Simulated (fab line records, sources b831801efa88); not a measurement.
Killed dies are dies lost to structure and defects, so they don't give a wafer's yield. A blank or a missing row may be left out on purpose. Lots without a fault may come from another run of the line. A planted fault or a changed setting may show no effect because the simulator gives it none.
fab line records | flow sky130 | part 1 of 2: steps 1 to 42 of 43
record lots=6 wafers=18 last_day=49
route steps=708 shown VT_ADJUST_LVTN@104 VT_ADJUST_NCORE@119 VT_ADJUST_HVTR@131 VT_ADJUST_PCH@143 PAD_OPEN@708
lots that met no fault: from a run of the same line without faults
start_h: hours from the record's first day to the start of the lot's first wafer shown | wait_h: hours since the lot's step before | " the same as in the row above | L1.1+2: a row that stands for several wafers | - no value, or no start given | * or withheld: withheld | < > ~ a bound
route shown NAME@n: a module of which the file shows steps, and the number in the route of the first | usual: mean/standard deviation of fault-free wafers | same: alike in all rows | chamber/n: place in a boat | sites: the reading at each site | _std_site: their standard deviation | _edge_site: outer sites' mean less inner sites' | radius_mm: how far each site lies from the wafer's centre | mask NAME#n: copy n | behind: the tool/chamber that last shaped the wafer | hold: why the lot was held/for how many hours/how that ended | device: the transistor (n, p or np) that didn't switch | end of line: the same wafers' tests at the end of the route | a step without rows: its recipe alone | killed: dies lost to structure and defects at the first sort, not the wafer's yield | map: a wafer's dies, x killed, . not, _ none there
set.NAME: the setting as run; set.NAME@STEP: as run at that earlier step | model.NAME: the simulator's own value behind a step, which no gauge read
lots at some steps of the route; a table a step, a row a wafer
services: from which hour (start_h, from the record's first day; less than 0 if before it) a tool's chamber was out of use, for how many hours, and why
## steps
# step SKY_VT_ADJUST_LVTN_OVL_MEAS_07
# usual VT_ADJUST_LVTN_OVL=-0.5/1.4
# columns lot.wafer tool chamber start_h wait_h VT_ADJUST_LVTN_OVL[nm]
L177.1 overlay-01 - 136.72 - -0.6
L177.4 " - " " 0.4
L177.5 " - " " -1.6
L178.2 overlay-01 - 148.64 - 0.9
L178.4 " - " " -0.6
L178.5 " - " " -0.7
L179.1 overlay-02 - 155.47 - 0.5
L179.2 " - " " 1.5
L179.3 " - " " 2.6
L191.3 overlay-01 - 238.30 - 1.4
L191.4 " - " " -0.1
L191.6 " - " " 0.6
L192.1 overlay-01 - 241.12 - -0.5
L192.2 " - " " -0.1
L192.6 " - " " -0.5
L194.1 overlay-02 - 258.97 - 1.7
L194.2 " - " " 2.4
L194.3 " - " " -0.3
# step SKY_VT_ADJUST_LVTN_IMPLANT_08
# recipe species=B energy_kev=30 dose_cm2=1.57e+12 tilt_deg=withheld
# step SKY_VT_ADJUST_LVTN_STRIP_09
# recipe chemistry=O2/N2 power_w=1400 pressure_mtorr=1500 platen_temp_c=withheld o2_flow_sccm=3000 n2_flow_sccm=300 overash_fraction=0.5
# usual drypump_motor_current_A=5.8/0.56 o2_flow_sccm=3000/9.3 oes_product_au=0.722/0.0049 strip_time_to_endpoint_s=37.02/0.091
# columns lot.wafer tool chamber start_h wait_h drypump_motor_current_A o2_flow_sccm oes_product_au rf_hours_counter_h strip_time_to_endpoint_s
L177.1 plasma_asher-02 0 136.91 0.1 6.4 2995 0.731 45 37.09
L177.4 " 1 " " 6.3 2988 0.710 - 37.00
L177.5 " 1 " " 6.3 2994 0.716 - 37.04
L178.2 plasma_asher-02 1 148.82 0.1 6.3 2983 0.727 46 37.04
L178.4 " 1 " " 6.3 2991 0.722 - 36.94
L178.5 " 1 " " 6.3 2993 0.719 - 37.09
L179.1 plasma_asher-02 0 155.66 0.1 6.4 3007 0.713 47 37.05
L179.2 " 1 " " 6.3 2997 0.721 47 36.82
L179.3 " 0 " " 6.4 2996 0.716 - 36.89
L191.3 plasma_asher-01 1 238.51 0.1 5.4 3024 0.716 - 37.01
L191.4 " 0 " " 6.1 2995 0.726 - 37.05
L191.6 " 1 " " 5.4 3010 0.722 - 36.97
L192.1 plasma_asher-04 1 241.31 0.1 5.1 3002 0.718 12 36.97
L192.2 " 0 " " 5.1 3002 0.712 12 37.02
L192.6 " 0 " " 5.1 3008 0.727 - 36.97
L194.1 plasma_asher-02 1 259.16 0.1 6.3 3002 0.724 57 37.24
L194.2 " 0 " " 6.4 3002 0.726 57 37.05
L194.3 " 0 " " 6.4 2987 0.723 - 37.17
# step SKY_VT_ADJUST_LVTN_TW_MEAS_10
# usual VT_ADJUST_LVTN_TW=242.3/1.8
# columns lot.wafer tool chamber start_h wait_h VT_ADJUST_LVTN_TW
L177.1 film_metro-02 - 137.01 0.1 241.9
L177.4 " - " " 241.5
L177.5 " - " " 240.6
L178.2 film_metro-02 - 148.93 0.1 242.5
L178.4 " - " " 240.1
L178.5 " - " " 241.7
L179.1 film_metro-01 - 155.76 0.1 245.2
L179.2 " - " " 242.9
L179.3 " - " " 243.8
L191.3 film_metro-01 - 238.59 0.1 244.2
L191.4 " - " " 244.1
L191.6 " - " " 241.8
L192.1 film_metro-02 - 241.41 0.1 243.4
L192.2 " - " " 242.6
L192.6 " - " " 244.8
L194.1 film_metro-03 - 259.26 0.1 241.5
L194.2 " - " " 240.6
L194.3 " - " " 241.9
# step SKY_VT_ADJUST_LVTN_DEHYDRATE_11
# recipe temp_c=200 time_s=60
# step SKY_VT_ADJUST_LVTN_HMDS_12
# recipe prime_time_s=60 prime_temp_c=120
# step SKY_VT_ADJUST_LVTN_COAT_13
# recipe resist=NOVOLAK spin_rpm=3000 resist_thk_nm=1140
# step SKY_VT_ADJUST_LVTN_SOFTBAKE_14
# recipe temp_c=90 time_s=60 resist=NOVOLAK
# step SKY_VT_ADJUST_LVTN_EXPOSE_15
# recipe mask_id=HVN_STD_DERIVED na=0.6 source_shape=conventional sigma_outer=0.6 polarization=unpolarized target_cd_nm=600 dose_mj=163
# step SKY_VT_ADJUST_LVTN_PEB_16
# recipe temp_c=withheld time_s=* resist=NOVOLAK
# step SKY_VT_ADJUST_LVTN_DEVELOP_17
# recipe resist=NOVOLAK developer=TMAH develop_time_s=60 dev_temp_c=23
# step SKY_VT_ADJUST_LVTN_OVL_MEAS_18
# usual VT_ADJUST_LVTN_01_OVL=-0.3/1.2
# columns lot.wafer tool chamber start_h wait_h VT_ADJUST_LVTN_01_OVL[nm]
L177.1 overlay-02 - 156.42 0.1 -1.7
L177.4 " - " " 0.4
L177.5 " - " " 1.4
L178.2 overlay-02 - 168.94 0.1 -0.3
L178.4 " - " " -0.3
L178.5 " - " " -0.5
L179.1 overlay-01 - 176.24 0.1 -2.5
L179.2 " - " " -1.0
L179.3 " - " " -2.1
L191.3 overlay-02 - 262.15 0.1 0.6
L191.4 " - " " 0.6
L191.6 " - " " 0.2
L192.1 overlay-01 - 265.10 0.1 0.4
L192.2 " - " " 1.5
L192.6 " - " " -1.6
L194.1 overlay-02 - 284.14 0.1 -1.7
L194.2 " - " " 1.8
L194.3 " - " " -0.7
# step SKY_VT_ADJUST_LVTN_IMPLANT_19
# recipe species=B energy_kev=30 dose_cm2=6.5e+11 tilt_deg=withheld
# usual beam_on_s=10.00/0.21 dose_ions_cm2=6.499e+11/7e+08
# columns lot.wafer tool chamber start_h wait_h beam_on_s dose_ions_cm2
L177.1 implanter-01 0 156.46 0.0 9.95 6.504e+11
L177.4 " 0 " " 10.35 6.493e+11
L177.5 " 0 " " 9.94 6.485e+11
L178.2 implanter-02 0 169.00 0.0 10.17 6.5e+11
L178.4 " 0 " " 10.34 6.499e+11
L178.5 " 0 " " 9.91 6.506e+11
L179.1 implanter-01 0 176.27 0.0 9.97 6.51e+11
L179.2 " 0 " " 9.86 6.488e+11
L179.3 " 0 " " 10.10 6.502e+11
L191.3 implanter-02 0 262.22 0.1 9.83 6.494e+11
L191.4 " 0 " " 10.36 6.497e+11
L191.6 " 0 " " 9.91 6.491e+11
L192.1 implanter-02 0 265.13 0.0 9.48 6.504e+11
L192.2 " 0 " " 10.00 6.501e+11
L192.6 " 0 " " 10.03 6.487e+11
L194.1 implanter-01 0 284.17 0.0 10.28 6.494e+11
L194.2 " 0 " " 9.83 6.499e+11
L194.3 " 0 " " 10.25 6.495e+11
# step SKY_VT_ADJUST_LVTN_STRIP_20
# recipe chemistry=O2/N2 power_w=1400 pressure_mtorr=1500 platen_temp_c=withheld o2_flow_sccm=3000 n2_flow_sccm=300 overash_fraction=0.5
# usual drypump_motor_current_A=5.9/0.54 o2_flow_sccm=2999/9.6 oes_product_au=0.716/0.0048 strip_time_to_endpoint_s=14.18/0.042
# columns lot.wafer tool chamber start_h wait_h drypump_motor_current_A o2_flow_sccm oes_product_au rf_hours_counter_h strip_time_to_endpoint_s
L177.1 plasma_asher-02 1 156.61 0.1 6.3 3021 0.716 47 14.15
L177.4 " 1 " " 6.3 3014 0.714 - 14.20
L177.5 " 1 " " 6.3 3012 0.718 - 14.18
L178.2 plasma_asher-04 0 169.12 0.1 5.1 2985 0.720 5 14.13
L178.4 " 0 " " 5.1 3006 0.718 - 14.17
L178.5 " 1 " " 5.1 2988 0.711 - 14.17
L179.1 plasma_asher-02 1 176.42 0.1 6.3 2986 0.719 49 14.21
L179.2 " 0 " " 6.4 2986 0.715 49 14.17
L179.3 " 1 " " 6.3 2998 0.721 - 14.21
L191.3 plasma_asher-04 1 262.36 0.1 5.1 3010 0.716 - 14.21
L191.4 " 0 " " 5.1 2989 0.717 - 14.20
L191.6 " 0 " " 5.2 2997 0.714 - 14.22
L192.1 plasma_asher-01 1 265.28 0.1 5.4 3014 0.721 55 14.21
L192.2 " 0 " " 6.1 2996 0.724 55 14.17
L192.6 " 0 " " 6.1 3016 0.717 - 14.22
L194.1 plasma_asher-02 0 284.32 0.1 6.4 3002 0.723 61 14.20
L194.2 " 1 " " 6.3 3013 0.709 61 14.17
L194.3 " 1 " " 6.3 3009 0.722 - 14.18
# step SKY_VT_ADJUST_LVTN_TW_MEAS_21
# usual VT_ADJUST_LVTN_2_TW=189.3/1.3
# columns lot.wafer tool chamber start_h wait_h VT_ADJUST_LVTN_2_TW
L177.1 film_metro-01 - 156.71 0.1 189.9
L177.4 " - " " 190.2
L177.5 " - " " 190.5
L178.2 film_metro-01 - 169.23 0.1 189.7
L178.4 " - " " 189.8
L178.5 " - " " 190.9
L179.1 film_metro-01 - 176.52 0.1 189.6
L179.2 " - " " 189.3
L179.3 " - " " 189.8
L191.3 film_metro-01 - 262.44 0.1 188.8
L191.4 " - " " 189.2
L191.6 " - " " 188.3
L192.1 film_metro-02 - 265.38 0.1 188.6
L192.2 " - " " 187.2
L192.6 " - " " 186.7
L194.1 film_metro-01 - 284.42 0.1 189.7
L194.2 " - " " 188.7
L194.3 " - " " 189.3
# step SKY_VT_ADJUST_NCORE_DEHYDRATE_00
# recipe temp_c=200 time_s=60
# step SKY_VT_ADJUST_NCORE_HMDS_01
# recipe prime_time_s=60 prime_temp_c=120
# step SKY_VT_ADJUST_NCORE_COAT_02
# recipe resist=NOVOLAK spin_rpm=3000 resist_thk_nm=1140
# step SKY_VT_ADJUST_NCORE_SOFTBAKE_03
# recipe temp_c=90 time_s=60 resist=NOVOLAK
# step SKY_VT_ADJUST_NCORE_EXPOSE_04
# recipe mask_id=LVTN_COMPLEMENT_THIN na=0.6 source_shape=conventional sigma_outer=0.6 polarization=unpolarized target_cd_nm=380 dose_mj=139
# step SKY_VT_ADJUST_NCORE_PEB_05
# recipe temp_c=withheld time_s=* resist=NOVOLAK
# step SKY_VT_ADJUST_NCORE_DEVELOP_06
# recipe resist=NOVOLAK developer=TMAH develop_time_s=60 dev_temp_c=23
# step SKY_VT_ADJUST_NCORE_CD_MEAS_07
# recipe target_cd_nm=380
# usual cd_nm=379.8/2.3
# columns lot.wafer tool chamber start_h wait_h cd_nm
L177.1 cd_sem-02 - 176.97 0.1 381.5
L177.4 " - " " 382.1
L177.5 " - " " 382.5
L178.2 cd_sem-01 - 189.86 0.1 379.6
L178.4 " - " " 380.9
L178.5 " - " " 377.7
L179.1 cd_sem-02 - 197.82 0.1 377.6
L179.2 " - " " 375.6
L179.3 " - " " 377.0
L191.3 cd_sem-02 - 286.91 0.1 381.2
L191.4 " - " " 380.4
L191.6 " - " " 380.1
L192.1 cd_sem-01 - 289.84 0.1 382.7
L192.2 " - " " 384.8
L192.6 " - " " 381.9
L194.1 cd_sem-01 - 310.67 0.1 381.5
L194.2 " - " " 380.8
L194.3 " - " " 383.1
# step SKY_VT_ADJUST_NCORE_OVL_MEAS_08
# usual VT_ADJUST_NCORE_OVL=0.1/1.3
# columns lot.wafer tool chamber start_h wait_h VT_ADJUST_NCORE_OVL[nm]
L177.1 overlay-01 - 177.09 0.1 1.3
L177.4 " - " " -0.6
L177.5 " - " " 0.0
L178.2 overlay-01 - 189.96 0.1 -2.9
L178.4 " - " " -1.3
L178.5 " - " " -1.9
L179.1 overlay-01 - 197.94 0.1 -0.1
L179.2 " - " " 1.2
L179.3 " - " " 0.5
L191.3 overlay-02 - 287.00 0.1 0.6
L191.4 " - " " 1.2
L191.6 " - " " 0.2
L192.1 overlay-02 - 289.96 0.1 -2.0
L192.2 " - " " -2.2
L192.6 " - " " -1.0
L194.1 overlay-02 - 310.79 0.1 -0.8
L194.2 " - " " -0.6
L194.3 " - " " 0.7
# step SKY_VT_ADJUST_NCORE_IMPLANT_09
# recipe species=B energy_kev=10 dose_cm2=2.4e+12 tilt_deg=withheld
# step SKY_VT_ADJUST_NCORE_STRIP_10
# recipe chemistry=O2/N2 power_w=1400 pressure_mtorr=1500 platen_temp_c=withheld o2_flow_sccm=3000 n2_flow_sccm=300 overash_fraction=0.5
# usual drypump_motor_current_A=5.4/0.39 o2_flow_sccm=3001/8.2 oes_product_au=0.716/0.0042 strip_time_to_endpoint_s=14.18/0.039
# columns lot.wafer tool chamber start_h wait_h drypump_motor_current_A o2_flow_sccm oes_product_au rf_hours_counter_h strip_time_to_endpoint_s
L177.1 plasma_asher-04 0 177.28 0.1 5.1 2999 0.716 5 14.14
L177.4 " 1 " " 5.1 2999 0.719 - 14.15
L177.5 " 1 " " 5.1 3001 0.716 - 14.15
L178.2 plasma_asher-03 0 190.14 0.1 5.0 3008 0.718 37 14.16
L178.4 " 0 " " 5.0 2997 0.714 - 14.17
L178.5 " 0 " " 5.0 3010 0.715 - 14.19
L179.1 plasma_asher-03 0 198.12 0.1 5.0 3001 0.715 38 14.21
L179.2 " 1 " " 5.8 2999 0.716 38 14.18
L179.3 " 0 " " 5.0 3014 0.711 - 14.19
L191.3 plasma_asher-03 0 287.21 0.1 5.0 3013 0.710 - 14.28
L191.4 " 1 " " 5.9 2996 0.720 - 14.24
L191.6 " 1 " " 5.8 3006 0.714 - 14.27
L192.1 plasma_asher-01 1 290.14 0.1 5.4 3003 0.709 55 14.19
L192.2 " 0 " " 6.1 2982 0.717 55 14.26
L192.6 " 1 " " 5.4 3001 0.711 - 14.26
L194.1 plasma_asher-03 1 310.98 0.1 5.9 3005 0.720 50 14.20
L194.2 " 0 " " 5.0 2991 0.709 50 14.19
L194.3 " 0 " " 5.0 3000 0.715 - 14.18
# step SKY_VT_ADJUST_NCORE_TW_MEAS_11
# usual VT_ADJUST_NCORE_TW=220.6/1.4
# columns lot.wafer tool chamber start_h wait_h VT_ADJUST_NCORE_TW
L177.1 film_metro-04 - 177.38 0.1 220.7
L177.4 " - " " 221.5
L177.5 " - " " 220.8
L178.2 film_metro-03 - 190.25 0.1 218.2
L178.4 " - " " 218.9
L178.5 " - " " 219.4
L179.1 film_metro-01 - 198.22 0.1 220.9
L179.2 " - " " 221.0
L179.3 " - " " 220.8
L191.3 film_metro-01 - 287.29 0.1 220.6
L191.4 " - " " 221.4
L191.6 " - " " 219.8
L192.1 film_metro-04 - 290.24 0.1 221.4
L192.2 " - " " 222.3
L192.6 " - " " 221.6
L194.1 film_metro-04 - 311.08 0.1 221.2
L194.2 " - " " 221.6
L194.3 " - " " 222.0
# step SKY_VT_ADJUST_HVTR_DEHYDRATE_00
# recipe temp_c=200 time_s=60
# step SKY_VT_ADJUST_HVTR_HMDS_01
# recipe prime_time_s=60 prime_temp_c=120
# step SKY_VT_ADJUST_HVTR_COAT_02
# recipe resist=NOVOLAK spin_rpm=3000 resist_thk_nm=1140
# step SKY_VT_ADJUST_HVTR_SOFTBAKE_03
# recipe temp_c=90 time_s=60 resist=NOVOLAK
# step SKY_VT_ADJUST_HVTR_EXPOSE_04
# recipe mask_id=HVTRM target_cd_nm=380 na=0.6 source_shape=conventional sigma_outer=0.6 dose_mj=150
# step SKY_VT_ADJUST_HVTR_PEB_05
# recipe temp_c=withheld time_s=* resist=NOVOLAK
# step SKY_VT_ADJUST_HVTR_DEVELOP_06
# recipe develop_time_s=60 dev_temp_c=23
# step SKY_VT_ADJUST_HVTR_CD_MEAS_07
# recipe target_cd_nm=380
# usual cd_nm=379.8/2.7
# columns lot.wafer tool chamber start_h wait_h cd_nm
L177.1 cd_sem-01 - 198.12 0.1 372.6
L177.4 " - " " 374.8
L177.5 " - " " 374.5
L178.2 cd_sem-01 - 212.09 0.1 379.2
L178.4 " - " " 379.6
L178.5 " - " " 379.7
L179.1 cd_sem-02 - 219.84 0.1 381.0
L179.2 " - " " 379.8
L179.3 " - " " 378.7
L191.3 cd_sem-01 - 313.76 0.1 382.9
L191.4 " - " " 380.5
L191.6 " - " " 379.8
L192.1 cd_sem-01 - 316.77 0.1 375.7
L192.2 " - " " 378.2
L192.6 " - " " 380.3
L194.1 cd_sem-01 - 337.87 0.1 381.6
L194.2 " - " " 381.7
L194.3 " - " " 383.7
# step SKY_VT_ADJUST_HVTR_OVL_MEAS_08
# usual VT_ADJUST_HVTR_OVL=-0.5/1.3
# columns lot.wafer tool chamber start_h wait_h VT_ADJUST_HVTR_OVL[nm]
L177.1 overlay-01 - 198.24 0.1 0.0
L177.4 " - " " 0.2
L177.5 " - " " 0.6
L178.2 overlay-02 - 212.19 0.1 1.6
L178.4 " - " " -0.7
L178.5 " - " " 0.5
L179.1 overlay-01 - 219.96 0.1 -1.3
L179.2 " - " " 1.1
L179.3 " - " " 0.0
L191.3 overlay-02 - 313.85 0.1 -0.2
L191.4 " - " " -1.1
L191.6 " - " " -0.7
L192.1 overlay-01 - 316.89 0.1 -1.5
L192.2 " - " " -2.2
L192.6 " - " " 0.5
L194.1 overlay-01 - 337.99 0.1 -3.7
L194.2 " - " " -3.0
L194.3 " - " " -3.4
# step SKY_VT_ADJUST_HVTR_IMPLANT_09
# recipe species=B energy_kev=10 dose_cm2=2.1e+12 tilt_deg=withheld
# step SKY_VT_ADJUST_HVTR_STRIP_10
# recipe chemistry=O2/N2 power_w=1400 pressure_mtorr=1500 platen_temp_c=withheld o2_flow_sccm=3000 n2_flow_sccm=300 overash_fraction=0.5
# usual drypump_motor_current_A=5.8/0.54 o2_flow_sccm=3002/9 oes_product_au=0.716/0.0052 strip_time_to_endpoint_s=14.19/0.058
# columns lot.wafer tool chamber start_h wait_h drypump_motor_current_A o2_flow_sccm oes_product_au rf_hours_counter_h strip_time_to_endpoint_s
L177.1 plasma_asher-02 1 198.42 0.1 6.3 3008 0.719 51 14.25
L177.4 " 0 " " 6.4 3006 0.713 - 14.26
L177.5 " 0 " " 6.4 2997 0.713 - 14.24
L178.2 plasma_asher-03 0 212.37 0.1 5.0 2981 0.720 40 14.24
L178.4 " 0 " " 5.0 2991 0.717 - 14.22
L178.5 " 1 " " 5.8 3006 0.707 - 14.19
L179.1 plasma_asher-02 1 220.14 0.1 6.3 2999 0.721 53 14.18
L179.2 " 0 " " 6.4 3014 0.717 53 14.18
L179.3 " 0 " " 6.4 3004 0.721 - 14.16
L191.3 plasma_asher-03 0 314.06 0.1 5.0 3003 0.712 - 14.16
L191.4 " 1 " " 5.8 3000 0.712 - 14.14
L191.6 " 0 " " 5.0 2992 0.716 - 14.16
L192.1 plasma_asher-02 1 317.07 0.1 6.3 3006 0.710 65 14.17
L192.2 " 0 " " 6.4 2999 0.709 65 14.18
L192.6 " 1 " " 6.3 2992 0.716 - 14.18
L194.1 plasma_asher-03 0 338.17 0.1 5.0 3003 0.717 53 14.27
L194.2 " 1 " " 5.8 2988 0.717 53 14.30
L194.3 " 0 " " 5.0 3005 0.724 - 14.24
# step SKY_VT_ADJUST_HVTR_TW_MEAS_11
# usual VT_ADJUST_HVTR_TW=211.7/1.4
# columns lot.wafer tool chamber start_h wait_h VT_ADJUST_HVTR_TW
L177.1 film_metro-02 - 198.52 0.1 210.2
L177.4 " - " " 210.3
L177.5 " - " " 209.7
L178.2 film_metro-04 - 212.48 0.1 213.3
L178.4 " - " " 212.6
L178.5 " - " " 213.5
L179.1 film_metro-02 - 220.24 0.1 212.4
L179.2 " - " " 212.4
L179.3 " - " " 211.1
L191.3 film_metro-04 - 314.14 0.1 211.4
L191.4 " - " " 211.7
L191.6 " - " " 212.5
L192.1 film_metro-03 - 317.17 0.1 209.5
L192.2 " - " " 210.3
L192.6 " - " " 209.8
L194.1 film_metro-02 - 338.27 0.1 211.7
L194.2 " - " " 211.7
L194.3 " - " " 211.2
# step SKY_VT_ADJUST_PCH_DEHYDRATE_00
# recipe temp_c=200 time_s=60
# step SKY_VT_ADJUST_PCH_HMDS_01
# recipe prime_time_s=60 prime_temp_c=120
# step SKY_VT_ADJUST_PCH_COAT_02
# recipe spin_rpm=2000 resist_thk_nm=3000
